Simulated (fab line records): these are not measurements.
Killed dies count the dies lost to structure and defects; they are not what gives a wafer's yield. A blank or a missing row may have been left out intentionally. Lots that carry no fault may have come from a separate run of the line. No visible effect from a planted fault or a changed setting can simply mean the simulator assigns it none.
The tool behind it: which one? + flow sfq-line + 14 lots (42 wafers sampled), 1 step of a 325-step route

== WHAT THE GAUGES READ, wafer by wafer ==
The record lacks any reading of a measuring or inspecting step that a usual standard deviation could be used to judge.

== TOOL THAT RAN EACH LOT (tool first, then ch and the chambers of the sampled wafers, then the start) ==
| lot  | SFQ_TRILAYER_M3_LITHO_EXPOSE_076  |
|------|-----------------------------------|
| L945 | krf-scanner-02 ch 0, day 36 12:29 |
| L946 | krf-scanner-02 ch 0, day 39 03:06 |
| L948 | krf-scanner-02 ch 0, day 39 08:17 |
| L949 | krf-scanner-02, day 39 18:01      |
| L950 | krf-scanner-01, day 45 23:14      |
| L958 | krf-scanner-01 ch 0, day 47 22:25 |
| L959 | krf-scanner-01 ch 0, day 48 01:13 |
| L961 | krf-scanner-01 ch 0, day 48 13:01 |
| L962 | krf-scanner-01 ch 0, day 48 14:46 |
| L963 | krf-scanner-01 ch 0, day 52 01:49 |
| L964 | krf-scanner-01 ch 0, day 52 21:08 |
| L965 | krf-scanner-01 ch 0, day 53 01:32 |
| L966 | krf-scanner-01 ch 0, day 53 07:44 |
| L968 | krf-scanner-01 ch 0, day 53 13:32 |
- SFQ_TRILAYER_M3_LITHO_EXPOSE_076: exposes mask M3, target cd 500 nm.

== WHAT THE TOOLS THEMSELVES READ (means of the sampled wafers that have a number; where no wafer has one, the mark that the record gives instead) ==
SFQ_TRILAYER_M3_LITHO_EXPOSE_076.
| lot  | tool           | exposure-dose-mJ-cm2 | focus-offset-nm (nm) | reticle-temp-C (C) |
|------|----------------|----------------------|----------------------|--------------------|
| L945 | krf-scanner-02 | 14.388               | 0.4                  | 22.99              |
| L946 | krf-scanner-02 | 14.410               | 0.2                  | 22.95              |
| L948 | krf-scanner-02 | 14.385               | 0.0                  | 22.97              |
| L949 | krf-scanner-02 | -                    | -                    | -                  |
| L950 | krf-scanner-01 | -                    | -                    | -                  |
| L958 | krf-scanner-01 | 14.404               | -0.4                 | 23.09              |
| L959 | krf-scanner-01 | 14.408               | -0.1                 | 23.04              |
| L961 | krf-scanner-01 | 14.398               | -0.0                 | 23.05              |
| L962 | krf-scanner-01 | 14.410               | -0.0                 | 23.00              |
| L963 | krf-scanner-01 | 14.404               | -0.1                 | 23.11              |
| L964 | krf-scanner-01 | 14.390               | -0.1                 | 22.94              |
| L965 | krf-scanner-01 | 14.409               | -0.1                 | 22.86              |
| L966 | krf-scanner-01 | 14.402               | 0.4                  | 22.87              |
| L968 | krf-scanner-01 | 14.388               | -0.2                 | 22.99              |

== THE ANSWER, worked out from the rows above alone ==
Rule: the lots themselves supply what counts as usual. The widest of any qualifying gaps counts: lots, ordered by their means at a reading, are off when they make up no more than a third of the lots, leave a main group of 4 or more, and stand apart from it by 3 or more times the standard deviation of that group's means. A main group whose means are all the same, to the digits that the tables above print for the reading, isn't used. A lot without any number at a reading at which 4 lots or more have one is off too. Where the step has rows for the other lots, those lots are counted as sound. Order of review: gauges by route order, followed by the tools' own readings, for which a lot's mean as printed above is used. The first step at which some lot is off is used, and at that step the reading that is off furthest; a lot without a number counts as furthest.
Off: L949, L950, at SFQ_TRILAYER_M3_LITHO_EXPOSE_076 (exposure-dose-mJ-cm2). Without a number there: L949, L950. Main group: mean 14.400, sd 0.0091.
If a tool, at that step or one of the process steps before it, ran each lot that is off and ran no sound lot following the first of them, it fits. Of those tried, none fits.

== WHAT HAD BEEN PUT IN BY THE SIMULATOR ==
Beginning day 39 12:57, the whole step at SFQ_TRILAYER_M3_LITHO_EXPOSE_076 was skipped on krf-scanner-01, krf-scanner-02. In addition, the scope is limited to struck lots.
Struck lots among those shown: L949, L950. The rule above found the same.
